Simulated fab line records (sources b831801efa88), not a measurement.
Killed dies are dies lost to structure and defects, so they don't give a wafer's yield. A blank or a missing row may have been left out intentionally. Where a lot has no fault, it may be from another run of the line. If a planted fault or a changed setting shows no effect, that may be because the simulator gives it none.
Matching of chambers | flow gf180mcu | 4 sister chambers for GF_V2_CMP_26 on cmp-02
The step polishes, stops on SiO2, t overpolish 15 s, target thk 0 nm. 8 wafers are shown with their chamber, then 7 later ones without.

## EACH WAFER AND ITS CHAMBER
wafer  | chamber | motor-current-A (A) | time-to-endpoint-s (s)
L619.1 | 3       | 8.2                 | 83
L621.2 | 0       | 13.4                | 84
L621.6 | 3       | 8.3                 | 80
L626.2 | 1       | 12.3                | 80
L627.2 | 1       | 12.4                | 81
L627.5 | 2       | 10.2                | 83
L629.1 | 2       | 10.7                | 89
L629.2 | 0       | 13.3                | 83

## WAFERS MISSING THEIR CHAMBER
wafer  | motor-current-A (A) | time-to-endpoint-s (s)
L629.5 | 13.4                | 83
L630.1 | 12.6                | 88
L630.4 | 8.2                 | 82
L630.5 | 12.5                | 87
L631.2 | 12.7                | 84
L631.4 | 13.5                | 80
L631.5 | 8.3                 | 82

## EACH ONE'S CHAMBER
wafer  | from the rows above     | in truth
L629.5 | 0                       | 0
L630.1 | can't be placed: 1 or 0 | 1
L630.4 | 3                       | 3
L630.5 | can't be placed: 1 or 0 | 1
L631.2 | can't be placed: 1 or 0 | 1
L631.4 | 0                       | 0
L631.5 | 3                       | 3
4 of 7 placed correctly. Cannot be placed on the basis of these rows: 3; the candidates contain the true chamber in 3. 0 placed wrongly.
How it was worked out, from the rows above alone: a wafer's distance from a chamber is the root of the sum, over the readings, of the square of ((its reading less the chamber's mean) divided by the reading's scatter). If the next closest chamber is less than 2 further off than the closest, the wafer can't be placed; otherwise it belongs to the closest. The mean given for a chamber averages the wafers shown for that chamber. The scatter: take each reading less its chamber's mean, square it, sum over the shown wafers, divide by the number of wafers less the number of chambers, and take the root.
